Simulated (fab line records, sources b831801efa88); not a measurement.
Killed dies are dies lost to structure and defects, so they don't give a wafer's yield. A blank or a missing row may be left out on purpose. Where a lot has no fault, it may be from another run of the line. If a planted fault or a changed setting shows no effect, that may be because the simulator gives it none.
What tool caused it? -- flow gf180mcu -- 11 lots, 33 wafers sampled, at 3 steps of a route of 602

== WHAT THE GAUGES SHOWED, per wafer ==
GF_M4_THK_MEAS_06: measures by xrf.
lot,measured,on,M4_ALCU_THK (nm)
L879,day 23 01:03,film-metro-02,447 448 449
L881,day 23 16:13,film-metro-04,449 450 448
L884,day 24 22:55,film-metro-03,448 447 447
L885,day 25 11:28,film-metro-04,447 449 445
L889,day 26 14:41,film-metro-02,445 446 449
L894,day 28 09:29,film-metro-04,450 448 440
L896,day 28 21:48,film-metro-03,455 452 454
L895,day 28 23:23,film-metro-04,442 442 442
L897,day 29 00:34,film-metro-03,446 442 445
L899,day 29 21:05,film-metro-04,448 448 448
L900,day 29 22:11,film-metro-02,451 449 448

== WHAT TOOL EACH LOT RAN ON (gives the tool, then ch and the chambers of the sampled wafers, and finally the start) ==
lot,GF_M4_SPUTTER_01,GF_M4_SPUTTER_02
L879,"pvd-sputter-04, day 23 00:49","pvd-sputter-04, day 23 00:50"
L881,"pvd-sputter-02, day 23 15:58","pvd-sputter-02, day 23 16:00"
L884,"pvd-sputter-03, day 24 22:40","pvd-sputter-03, day 24 22:42"
L885,"pvd-sputter-03, day 25 11:14","pvd-sputter-03, day 25 11:16"
L889,"pvd-sputter-02, day 26 14:27","pvd-sputter-02, day 26 14:29"
L894,"pvd-sputter-03, day 28 09:14","pvd-sputter-03, day 28 09:16"
L896,"pvd-sputter-03, day 28 21:32","pvd-sputter-03, day 28 21:34"
L895,"pvd-sputter-04, day 28 23:08","pvd-sputter-04, day 28 23:10"
L897,"pvd-sputter-03, day 29 00:19","pvd-sputter-03, day 29 00:21"
L899,"pvd-sputter-02, day 29 20:50","pvd-sputter-02, day 29 20:52"
L900,"pvd-sputter-02, day 29 21:55","pvd-sputter-02, day 29 21:57"
- GF_M4_SPUTTER_01: material TiN, target thk 30 nm, time 25 s.
- GF_M4_SPUTTER_02: material AlCu, target thk 450 nm, time 23.9 s.

== AS READ BY THE TOOLS THEMSELVES (means over the sampled wafers that have a number; for cases with no such wafer, the mark the record gives instead) ==
GF_M4_SPUTTER_01.
lot,tool,cathode-dc-power-W (W),throttle-valve-pct (%)
L879,pvd-sputter-04,6498.9,29.0
L881,pvd-sputter-02,6499.4,29.9
L884,pvd-sputter-03,6500.1,31.0
L885,pvd-sputter-03,6499.7,31.0
L889,pvd-sputter-02,6499.2,29.4
L894,pvd-sputter-03,6499.4,30.4
L896,pvd-sputter-03,6499.6,31.0
L895,pvd-sputter-04,6499.8,30.7
L897,pvd-sputter-03,6500.2,30.0
L899,pvd-sputter-02,6500.2,30.3
L900,pvd-sputter-02,6501.2,29.7

GF_M4_SPUTTER_02.
lot,tool,cathode-dc-power-W (W),throttle-valve-pct (%)
L879,pvd-sputter-04,10598,28.8
L881,pvd-sputter-02,10601,29.9
L884,pvd-sputter-03,10600,30.8
L885,pvd-sputter-03,10600,31.0
L889,pvd-sputter-02,10601,29.5
L894,pvd-sputter-03,10599,30.3
L896,pvd-sputter-03,10600,30.9
L895,pvd-sputter-04,10600,30.6
L897,pvd-sputter-03,10599,29.9
L899,pvd-sputter-02,10599,30.2
L900,pvd-sputter-02,10600,29.7

== THE ANSWER, worked out from the rows above alone ==
Rule: what is usual is taken from the lots themselves. The widest of any qualifying gaps counts: lots, ordered by their means at a reading, are off when they make up no more than a third of the lots, leave a main group of 4 or more, and stand apart from it by 3 or more times the standard deviation of that group's means. A main group is skipped when, at the precision printed for the reading in the tables above, its means are all equal. Also off: a lot with no number at a reading for which 4 or more lots have one. The other lots that the step has rows for count as sound. First the gauges in route order, then the tools' own readings, where a lot's mean is used as printed above. At the first step where some lot is off, the reading lying furthest off is the one used; lots without a number count as furthest.
Across all readings shown, no lot is off: no conclusion can be drawn from this.

== WHAT WAS PUT IN BY THE SIMULATOR ==
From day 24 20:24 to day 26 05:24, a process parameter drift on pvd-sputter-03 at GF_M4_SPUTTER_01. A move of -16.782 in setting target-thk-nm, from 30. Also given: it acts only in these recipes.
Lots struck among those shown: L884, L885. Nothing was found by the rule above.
